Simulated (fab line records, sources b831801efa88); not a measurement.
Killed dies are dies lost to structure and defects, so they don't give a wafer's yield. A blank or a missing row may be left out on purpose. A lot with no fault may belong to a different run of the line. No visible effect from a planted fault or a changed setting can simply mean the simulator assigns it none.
Which tool was responsible? :: flow gf180mcu :: 39 wafers from 13 lots sampled at 5 of the route's 602 steps

WHAT EACH GAUGE READ, for each wafer
GF_MVSD_TW_MEAS_11.
lot: L171
measured: day 5 04:25
on: film metro-01
MVSD_TW: 1590 1587 1595

lot: L172
measured: day 5 16:01
on: film metro-04
MVSD_TW: 1600 1597 1596

lot: L173
measured: day 5 20:50
on: film metro-01
MVSD_TW: 1594 1587 1593

lot: L174
measured: day 5 23:31
on: film metro-02
MVSD_TW: 1582 1572 1587

lot: L175
measured: day 6 04:47
on: film metro-01
MVSD_TW: 1594 1592 1576

lot: L176
measured: day 6 11:23
on: film metro-02
MVSD_TW: 1579 1576 1583

lot: L177
measured: day 6 18:05
on: film metro-01
MVSD_TW: 1576 1584 1580

lot: L180
measured: day 7 05:16
on: film metro-04
MVSD_TW: 1596 1595 1594

lot: L181
measured: day 7 17:02
on: film metro-04
MVSD_TW: 1609 1598 1608

lot: L182
measured: day 7 20:58
on: film metro-02
MVSD_TW: 1576 1569 1579

lot: L185
measured: day 8 13:05
on: film metro-04
MVSD_TW: 1602 1598 1596

lot: L186
measured: day 8 20:35
on: film metro-04
MVSD_TW: 1603 1611 1604

lot: L190
measured: day 9 17:46
on: film metro-04
MVSD_TW: 1601 1597 1607

GF_MVPSD_TW_MEAS_11.
lot: L171
measured: day 5 18:58
on: film metro-01
MVPSD_TW: 558 557 557

lot: L172
measured: day 6 07:07
on: film metro-04
MVPSD_TW: 562 560 565

lot: L173
measured: day 6 11:44
on: film metro-01
MVPSD_TW: 555 555 556

lot: L174
measured: day 6 14:55
on: film metro-01
MVPSD_TW: 553 554 555

lot: L175
measured: day 6 19:56
on: film metro-02
MVPSD_TW: 550 550 551

lot: L176
measured: day 7 02:35
on: film metro-02
MVPSD_TW: 554 549 551

lot: L177
measured: day 7 10:03
on: film metro-01
MVPSD_TW: 554 554 555

lot: L180
measured: day 7 21:19
on: film metro-02
MVPSD_TW: 550 547 548

lot: L181
measured: day 8 09:27
on: film metro-04
MVPSD_TW: 561 562 558

lot: L182
measured: day 8 13:46
on: film metro-04
MVPSD_TW: 558 561 561

lot: L185
measured: day 9 06:55
on: film metro-01
MVPSD_TW: 555 553 555

lot: L186
measured: day 9 14:23
on: film metro-04
MVPSD_TW: 558 560 555

lot: L190
measured: day 10 12:38
on: film metro-01
MVPSD_TW: 548 549 549

GF_VT_IMPLANT_RS_MEAS_49: a four-point-probe measurement.
lot: L171
measured: day 8 10:15
on: film metro-04
MVPSD_RS (ohm/sq): 1173.1 1173.6 1174.6

lot: L172
measured: day 8 23:50
on: film metro-02
MVPSD_RS (ohm/sq): 1171.2 1171.8 1172.3

lot: L173
measured: day 9 06:50
on: film metro-04
MVPSD_RS (ohm/sq): 1168.8 1171.6 1168.6

lot: L174
measured: day 9 08:45
on: film metro-02
MVPSD_RS (ohm/sq): 1175.2 1171.9 1175.2

lot: L175
measured: day 9 16:43
on: film metro-02
MVPSD_RS (ohm/sq): 1173.6 1174.0 1176.1

lot: L176
measured: day 9 23:47
on: film metro-02
MVPSD_RS (ohm/sq): 1172.5 1174.0 1174.4

lot: L177
measured: day 10 07:53
on: film metro-02
MVPSD_RS (ohm/sq): 1177.1 1177.1 1175.4

lot: L180
measured: day 10 21:35
on: film metro-04
MVPSD_RS (ohm/sq): 1173.8 1176.5 1173.8

lot: L181
measured: day 11 08:37
on: film metro-04
MVPSD_RS (ohm/sq): 1173.9 1172.5 1175.0

lot: L182
measured: day 11 14:09
on: film metro-02
MVPSD_RS (ohm/sq): 1173.4 1176.0 1172.4

lot: L185
measured: day 12 08:58
on: film metro-01
MVPSD_RS (ohm/sq): 1178.7 1179.2 1178.0

lot: L186
measured: day 12 17:41
on: film metro-01
MVPSD_RS (ohm/sq): 1171.4 1170.5 1168.9

lot: L190
measured: day 13 18:31
on: film metro-01
MVPSD_RS (ohm/sq): 1170.3 1171.3 1171.8

GF_DUAL_GATE_THK_MEAS_03.
lot: L171
measured: day 8 12:00
on: film metro-03
DUAL_GATE_OXIDATION_00_THK (nm): 10.83 10.85 10.74

lot: L172
measured: day 9 02:13
on: film metro-02
DUAL_GATE_OXIDATION_00_THK (nm): 10.73 10.66 10.60

lot: L173
measured: day 9 08:53
on: film metro-04
DUAL_GATE_OXIDATION_00_THK (nm): 11.19 11.07 11.18

lot: L174
measured: day 9 11:50
on: film metro-04
DUAL_GATE_OXIDATION_00_THK (nm): 11.09 11.07 11.08

lot: L175
measured: day 9 18:26
on: film metro-03
DUAL_GATE_OXIDATION_00_THK (nm): 10.67 10.45 10.23

lot: L176
measured: day 10 01:59
on: film metro-03
DUAL_GATE_OXIDATION_00_THK (nm): 10.84 10.96 10.79

lot: L177
measured: day 10 10:01
on: film metro-04
DUAL_GATE_OXIDATION_00_THK (nm): 10.95 10.72 10.87

lot: L180
measured: day 11 03:05
on: film metro-04
DUAL_GATE_OXIDATION_00_THK (nm): 19.21 19.20 19.17

lot: L181
measured: day 11 11:28
on: film metro-02
DUAL_GATE_OXIDATION_00_THK (nm): 11.11 10.99 10.95

lot: L182
measured: day 11 15:55
on: film metro-03
DUAL_GATE_OXIDATION_00_THK (nm): 11.02 10.83 10.93

lot: L185
measured: day 12 11:24
on: film metro-03
DUAL_GATE_OXIDATION_00_THK (nm): 19.03 18.94 18.92

lot: L186
measured: day 12 19:26
on: film metro-04
DUAL_GATE_OXIDATION_00_THK (nm): 10.88 10.80 10.69

lot: L190
measured: day 13 20:29
on: film metro-03
DUAL_GATE_OXIDATION_00_THK (nm): 11.37 11.05 11.15

EACH LOT AND THE TOOL THAT RAN IT (in order: tool; ch and the chambers of the sampled wafers; start)
lot: L171
GF_DUAL_GATE_OXIDATION_02: furnace-01 ch 0, day 8 10:33

lot: L172
GF_DUAL_GATE_OXIDATION_02: furnace-01 ch 0, day 9 00:46

lot: L173
GF_DUAL_GATE_OXIDATION_02: furnace-02 ch 0, day 9 07:26

lot: L174
GF_DUAL_GATE_OXIDATION_02: furnace-02 ch 0, day 9 10:23

lot: L175
GF_DUAL_GATE_OXIDATION_02: furnace-01 ch 0, day 9 16:59

lot: L176
GF_DUAL_GATE_OXIDATION_02: furnace-02 ch 0, day 10 00:31

lot: L177
GF_DUAL_GATE_OXIDATION_02: furnace-02 ch 0, day 10 08:34

lot: L180
GF_DUAL_GATE_OXIDATION_02: furnace-02 ch 0, day 11 01:38

lot: L181
GF_DUAL_GATE_OXIDATION_02: furnace-01 ch 0, day 11 10:01

lot: L182
GF_DUAL_GATE_OXIDATION_02: furnace-01 ch 0, day 11 14:28

lot: L185
GF_DUAL_GATE_OXIDATION_02: furnace-02 ch 0, day 12 09:57

lot: L186
GF_DUAL_GATE_OXIDATION_02: furnace-01 ch 0, day 12 17:58

lot: L190
GF_DUAL_GATE_OXIDATION_02: furnace-01 ch 0, day 13 19:02
- GF_DUAL_GATE_OXIDATION_02: stabilise 600 s, purge 300 s, target thk 10.887 nm.

WHAT THE TOOLS THEMSELVES READ (means of the sampled wafers that have a number; where no wafer has one, the mark that the record gives instead)
GF_DUAL_GATE_OXIDATION_02.
lot: L171
tool: furnace-01
spike tc bottom C (C): 915.0
spike tc centre C (C): 898.9
spike tc lower C (C): 900.1
spike tc top C (C): 908.5
spike tc upper C (C): 899.4
tube center temp C (C): 899.95
tube_center_temp_C_max: 902.3
zone power lower pct (%): 18.2
zone power top pct (%): 36.1
zone power upper pct (%): 17.2

lot: L172
tool: furnace-01
spike tc bottom C (C): 914.0
spike tc centre C (C): 899.6
spike tc lower C (C): 900.1
spike tc top C (C): 907.5
spike tc upper C (C): 899.2
tube center temp C (C): 899.98
tube_center_temp_C_max: 902.1
zone power lower pct (%): 18.1
zone power top pct (%): 36.1
zone power upper pct (%): 17.2

lot: L173
tool: furnace-02
spike tc bottom C (C): 917.9
spike tc centre C (C): 900.3
spike tc lower C (C): 901.7
spike tc top C (C): 910.1
spike tc upper C (C): 900.8
tube center temp C (C): 900.00
tube_center_temp_C_max: 902.3
zone power lower pct (%): 18.6
zone power top pct (%): 34.2
zone power upper pct (%): 18.3

lot: L174
tool: furnace-02
spike tc bottom C (C): 917.2
spike tc centre C (C): 900.4
spike tc lower C (C): 902.0
spike tc top C (C): 909.9
spike tc upper C (C): 900.3
tube center temp C (C): 900.06
tube_center_temp_C_max: 901.9
zone power lower pct (%): 18.6
zone power top pct (%): 33.7
zone power upper pct (%): 18.2

lot: L175
tool: furnace-01
spike tc bottom C (C): 915.4
spike tc centre C (C): 899.9
spike tc lower C (C): 900.4
spike tc top C (C): 907.2
spike tc upper C (C): 899.1
tube center temp C (C): 900.02
tube_center_temp_C_max: 902.2
zone power lower pct (%): 18.1
zone power top pct (%): 35.6
zone power upper pct (%): 17.2

lot: L176
tool: furnace-02
spike tc bottom C (C): 917.1
spike tc centre C (C): 900.0
spike tc lower C (C): 901.1
spike tc top C (C): 910.5
spike tc upper C (C): 901.4
tube center temp C (C): 900.00
tube_center_temp_C_max: 902.3
zone power lower pct (%): 18.5
zone power top pct (%): 33.6
zone power upper pct (%): 18.2

lot: L177
tool: furnace-02
spike tc bottom C (C): 918.5
spike tc centre C (C): 900.9
spike tc lower C (C): 901.3
spike tc top C (C): 909.3
spike tc upper C (C): 902.0
tube center temp C (C): 899.95
tube_center_temp_C_max: 902.0
zone power lower pct (%): 18.7
zone power top pct (%): 33.8
zone power upper pct (%): 18.2

lot: L180
tool: furnace-02
spike tc bottom C (C): 971.1
spike tc centre C (C): 952.0
spike tc lower C (C): 953.5
spike tc top C (C): 961.1
spike tc upper C (C): 953.2
tube center temp C (C): 952.27
tube_center_temp_C_max: 954.7
zone power lower pct (%): 21.3
zone power top pct (%): 37.6
zone power upper pct (%): 20.6

lot: L181
tool: furnace-01
spike tc bottom C (C): 914.9
spike tc centre C (C): 900.2
spike tc lower C (C): 900.5
spike tc top C (C): 907.0
spike tc upper C (C): 900.7
tube center temp C (C): 899.98
tube_center_temp_C_max: 902.0
zone power lower pct (%): 18.2
zone power top pct (%): 35.5
zone power upper pct (%): 17.2

lot: L182
tool: furnace-01
spike tc bottom C (C): 914.2
spike tc centre C (C): 900.5
spike tc lower C (C): 900.1
spike tc top C (C): 907.4
spike tc upper C (C): 899.5
tube center temp C (C): 899.91
tube_center_temp_C_max: 902.2
zone power lower pct (%): 18.1
zone power top pct (%): 36.1
zone power upper pct (%): 17.1

lot: L185
tool: furnace-02
spike tc bottom C (C): 969.8
spike tc centre C (C): 952.8
spike tc lower C (C): 953.2
spike tc top C (C): 961.5
spike tc upper C (C): 954.2
tube center temp C (C): 952.16
tube_center_temp_C_max: 954.1
zone power lower pct (%): 21.4
zone power top pct (%): 37.5
zone power upper pct (%): 20.7

lot: L186
tool: furnace-01
spike tc bottom C (C): 914.5
spike tc centre C (C): 899.7
spike tc lower C (C): 900.4
spike tc top C (C): 907.3
spike tc upper C (C): 900.0
tube center temp C (C): 900.01
tube_center_temp_C_max: 902.5
zone power lower pct (%): 18.3
zone power top pct (%): 35.7
zone power upper pct (%): 17.3

lot: L190
tool: furnace-01
spike tc bottom C (C): 915.8
spike tc centre C (C): 900.3
spike tc lower C (C): 900.3
spike tc top C (C): 906.9
spike tc upper C (C): 899.5
tube center temp C (C): 900.00
tube_center_temp_C_max: 902.3
zone power lower pct (%): 18.1
zone power top pct (%): 35.6
zone power upper pct (%): 17.1

THE ANSWER, worked out from the rows above alone
Rule: what is usual is taken from the lots themselves. Put in order of their means at a reading, lots are off if they are a third of the lots or fewer, leave a main group of 4 or more, and stand apart from it by a gap of 3 or more times the standard deviation of the main group's means; of several such gaps the widest counts. If all means in a main group match to the digits the tables above print for the reading, that group is not used. A lot without any number at a reading at which 4 lots or more have one is off too. All remaining lots with rows at the step are treated as sound. Order of review: gauges by route order, followed by the tools' own readings, for which a lot's mean as printed above is used. The first step at which some lot is off is used, and at that step the reading that is off furthest; a lot without a number counts as furthest.
Off: L180, L185, seen at GF_DUAL_GATE_THK_MEAS_03 (DUAL_GATE_OXIDATION_00_THK). Mean 10.89 nm and standard deviation 0.21 in the main group.
A tool fits if, at a process step before that reading, it ran every lot that is off, and no sound lot after the first of them. Not tried: the gauges at GF_DUAL_GATE_THK_MEAS_03; whatever is off there is also off at GF_DUAL_GATE_OXIDATION_02, on other tools, and gauge error can't account for it. One fits: furnace-02 at GF_DUAL_GATE_OXIDATION_02. Its last sound lot is L177 (day 10 08:34), its first lot that is off L180 (day 11 01:38): a fault that began between those two fits.
The tool's own readings at GF_DUAL_GATE_OXIDATION_02 bear it out: on the lots that are off they differ by more than 5 times the standard deviation of the sound lots' means. spike tc bottom C reads 970.5 C there against 915.9 C on the sound lots; spike tc centre C reads 952.4 C there against 900.1 C on the sound lots; spike tc lower C reads 953.4 C there against 900.7 C on the sound lots; spike tc top C reads 961.3 C there against 908.3 C on the sound lots; spike tc upper C reads 953.7 C there against 900.2 C on the sound lots; tube center temp C reads 952.21 C there against 899.99 C on the sound lots; tube_center_temp_C_max reads 954.4 there against 902.2 on the sound lots; zone power lower pct reads 21.4 % there against 18.3 % on the sound lots; zone power upper pct reads 20.6 % there against 17.6 % on the sound lots.

WHAT HAD BEEN PUT IN BY THE SIMULATOR
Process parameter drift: furnace-02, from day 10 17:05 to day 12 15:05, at GF_DUAL_GATE_OXIDATION_02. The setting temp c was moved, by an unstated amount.
Lots struck among those shown: L180, L185. The rule above found the same.
